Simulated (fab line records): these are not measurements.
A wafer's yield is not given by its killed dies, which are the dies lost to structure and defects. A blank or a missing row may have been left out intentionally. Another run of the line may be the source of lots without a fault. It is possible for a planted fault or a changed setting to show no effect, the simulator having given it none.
One fault through the eyes of 2 desks + flow sky130 + numbers are kept per desk, each desk with only its own; the story behind them comes last

## THE METROLOGY DESK
What the gauges read for every lot (on any tool): the sampled wafers with a number, averaged. Any lot whose mean is over 4 standard deviations away from the usual mean is out of limits and marked OUT; that distance is given in the brackets.
Columns: A = VT_ADJUST_LVTN_01_OVL at SKY_VT_ADJUST_LVTN_OVL_MEAS_18, usual -1.2 nm; B = cdNm at SKY_SONOS_TUNNEL_CD_MEAS_07, usual 410 nm; C = GATE_OXIDE_OXIDATION_00_THK at SKY_GATE_OXIDE_THK_MEAS_02, usual 10.31 nm
| lot  | first seen here | A    | B   | C              |
|------|-----------------|------|-----|----------------|
| L463 | day 8 00:45     | -1.8 | 414 | 10.63          |
| L465 | day 8 12:40     | -0.3 | 409 | 10.12          |
| L467 | day 9 01:05     | -2.4 | 410 | 10.34          |
| L469 | day 9 15:56     | -1.5 | 405 | 10.36          |
| L470 | day 9 22:22     | -0.1 | 409 | 10.48          |
| L471 | day 10 04:01    | -0.9 | 413 | 10.21          |
| L474 | day 11 01:11    | -1.1 | 410 | 10.27          |
| L476 | day 11 17:40    | -1.2 | 415 | 10.00          |
| L479 | day 12 17:38    | -2.9 | 413 | 5.98 (-17) OUT |
| L480 | day 13 00:53    | -3.3 | 411 | 6.11 (-17) OUT |
| L481 | day 13 04:43    | -1.9 | 409 | 9.98           |
| L482 | day 13 08:04    | -1.5 | 408 | 10.07          |
Finding of this desk: L479, L480 out of limits, first seen on L479 at day 18 15:50 (GATE_OXIDE_OXIDATION_00_THK at SKY_GATE_OXIDE_THK_MEAS_02). In limits: L463, L465, L467, L469, L470, L471, L474, L476, L481, L482.

## AT THE TOOL OWNER'S DESK: furnace-01
The tool's own readings at SKY_GATE_OXIDE_OXIDATION_01 (stabilise 600 s, purge 300 s, target thk 10.268 nm): means of the sampled wafers that have a number, for each lot that ran on this tool. Any lot whose mean is over 4 standard deviations away from the usual mean is out of limits and marked OUT; that distance is given in the brackets.
Columns: A = spikeTcBottomC at SKY_GATE_OXIDE_OXIDATION_01, usual 916 C; B = spikeTcCentreC at SKY_GATE_OXIDE_OXIDATION_01, usual 899.2 C
| lot  | first seen here | A   | B     |
|------|-----------------|-----|-------|
| L463 | day 13 02:05    | 920 | 898.1 |
| L467 | day 17 22:38    | 920 | 898.0 |
| L469 | day 18 00:02    | 920 | 897.5 |
| L470 | day 18 00:02    | 921 | 898.4 |
| L479 | day 18 14:25    | 921 | 898.4 |
| L480 | day 18 21:23    | 920 | 897.5 |
Result from this desk: across the 6 lots, nothing is out of limits.

## PUT TOGETHER
At day 18 15:50 the metrology desk could have sounded an alarm, on L479, L480.
The tool owner's desk saw nothing out of limits.
On record at the tool owner's desk: L479, L480, within its limits.
On furnace-01, each named lot ran SKY_GATE_OXIDE_OXIDATION_01.

## WHAT WAS PUT IN BY THE SIMULATOR
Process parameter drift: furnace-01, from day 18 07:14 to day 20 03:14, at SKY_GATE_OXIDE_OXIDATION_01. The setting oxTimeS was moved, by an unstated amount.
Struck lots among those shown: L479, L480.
Hours from the fault's start to each desk's first reading out of limits: the metrology desk, 9.
